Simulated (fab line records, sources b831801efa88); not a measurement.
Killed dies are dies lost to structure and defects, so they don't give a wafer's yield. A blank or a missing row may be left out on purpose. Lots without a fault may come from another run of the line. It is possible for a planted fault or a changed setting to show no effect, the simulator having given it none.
A lot that was struck, set against a sound lot ; flow sfqLine ; 23 out of 325 route steps
Sound: wafers L335.1, L335.3, L335.4. Struck: wafers L345.1, L345.4. (L345.2 of the same lot was not struck and is left out.) The cause comes at the end.
At each step with rows: each side's tool, then ch and its chambers, then its first start. Under that, the readings that differ: sound wafers ; struck wafers ; difference of the means ; sigmas: that difference in standard deviations of wafers without a fault.
alike: words and numbers the same on both sides, and readings whose means are apart by under 2 such deviations; not compared: readings that were withheld, readings missing a value for some wafer, numbers with overlapping values and no deviation given by the record, and bounds like >300 which may hide the same value.
A row with sigmas, a row that says differs or no value, or rows on one side alone: a step with any of these is where the two part. Numbers that don't overlap but have no deviation are shown without sigmas and don't part them. A reading missing from all wafers of one side parts the sides only when that side holds two or more wafers.

SFQ_L0_RS_MEAS_901: uses a four-point probe to measure.
  sound on filmMetro-02, day 2 03:34; struck on filmMetro-02, day 4 05:34
  alike: L0_MONX_KI_RS
SFQ_L0_THK_MEAS_902: measures by xrf.
  sound on filmMetro-02, day 2 03:41; struck on filmMetro-02, day 4 05:41
  alike: L0_MONX_KI_THK
then, 6 steps without rows for these wafers: SFQ_TRILAYER_L0_LITHO_COAT_010 (resist thk 62 nm); SFQ_TRILAYER_L0_LITHO_COAT_005 (resist thk 600 nm); SFQ_TRILAYER_L0_LITHO_SOFTBAKE_009; SFQ_TRILAYER_L0_LITHO_EXPOSE_006 (exposes mask L0, target cd 2000 nm); SFQ_TRILAYER_L0_LITHO_PEB_008 (peb time 60 s); SFQ_TRILAYER_L0_LITHO_DEVELOP_007 (time 60 s).
SFQ_TRILAYER_L0_BARC_OPEN_METAL_ETCH_010: etches BARC in O2, target depth 125 nm, time 41.7 s.
  sound on rieMetal-04 ch 0,1, day 2 23:17; struck on rieMetal-01 ch 0,1, day 4 23:17
  alike: biasW, drypumpMotorCurrentA, oesProductAu
  not compared: rfHoursCounterH
SFQ_TRILAYER_L0_ETCH_METAL_ETCH_008: etches MoNx KI in SF6/O2, stops on SiO2, target depth 50 nm, time 25 s.
  sound on rieMetal-04 ch 0,1, day 2 23:21; struck on rieMetal-01 ch 0,1, day 4 23:21
  alike: biasW, drypumpMotorCurrentA, oesProductAu
  not compared: rfHoursCounterH
SFQ_TRILAYER_L0_STRIP_STRIP_009: strips in O2.
  sound on rieMetal-04 ch 0,1, day 2 23:24; struck on rieMetal-01 ch 0,1, day 4 23:24
  alike: drypumpMotorCurrentA, oesProductAu
  not compared: rfHoursCounterH
then, 1 step without rows for these wafers: SFQ_TRILAYER_L0_STRIP_SOLV_CLEAN_010 (cleans in NMP, time 600 s).
SFQ_TRILAYER_L0_CAP_PECVD_011: deposits SiO2 from SiH4/N2O, time 13.333 s, target thk 60 nm.
  sound on pecvd-01 ch 0,2, day 3 00:10; struck on pecvd-03 ch 2, day 5 00:10
  alike: heaterPowerW, throttleValvePct
  not compared: sinceWetCleanH
then, 6 steps without rows for these wafers: SFQ_TRILAYER_L0_VIA_LITHO_COAT_018 (resist thk 62 nm); SFQ_TRILAYER_L0_VIA_LITHO_COAT_013 (resist thk 650 nm); SFQ_TRILAYER_L0_VIA_LITHO_SOFTBAKE_017; SFQ_TRILAYER_L0_VIA_LITHO_EXPOSE_014 (exposes mask L0V, target cd 700 nm); SFQ_TRILAYER_L0_VIA_LITHO_PEB_016 (peb time 60 s); SFQ_TRILAYER_L0_VIA_LITHO_DEVELOP_015 (time 60 s).
-- the record jumps here: 3 days lie between the struck wafers' starts before and after --
SFQ_L0V_OVL_MEAS_903:
  sound on overlay-01, day 6 00:28; struck on overlay-01, day 8 07:01
  alike: L0V_OVL
SFQ_TRILAYER_L0_VIA_BARC_OPEN_VIA_ETCH_021: etches BARC in O2, target depth 125 nm, time 41.7 s.
  sound on rieDiel-02 ch 0,2, day 6 00:30; struck on rieDiel-04 ch 0,3, day 8 07:03
  alike: biasW, drypumpMotorCurrentA, oesProductAu
  not compared: rfHoursCounterH
SFQ_TRILAYER_L0_VIA_ETCH_VIA_ETCH_016: etches SiO2 in CHF3, stops on MoNx KI, target depth 80 nm.
  sound on rieDiel-02 ch 0,2, day 6 00:32; struck on rieDiel-04 ch 0,3, day 8 07:05
reading;sound;struck;difference;sigmas
oesProductAu (a.u.);0.831 0.834 0.849;0.780 0.772;-0.062;-8
  alike: biasW, drypumpMotorCurrentA
SFQ_TRILAYER_L0_VIA_STRIP_STRIP_017: strips in O2.
  sound on rieMetal-02 ch 0,1, day 6 00:35; struck on rieMetal-03 ch 1, day 8 07:08
  alike: drypumpMotorCurrentA, oesProductAu
  not compared: rfHoursCounterH

## WHERE THEY PART
Within this record, at SFQ_TRILAYER_L0_VIA_ETCH_VIA_ETCH_016 only. Later steps at which nothing parts them and some readings are alike: SFQ_TRILAYER_L0_VIA_STRIP_STRIP_017.

WHY: the cause the simulator had injected
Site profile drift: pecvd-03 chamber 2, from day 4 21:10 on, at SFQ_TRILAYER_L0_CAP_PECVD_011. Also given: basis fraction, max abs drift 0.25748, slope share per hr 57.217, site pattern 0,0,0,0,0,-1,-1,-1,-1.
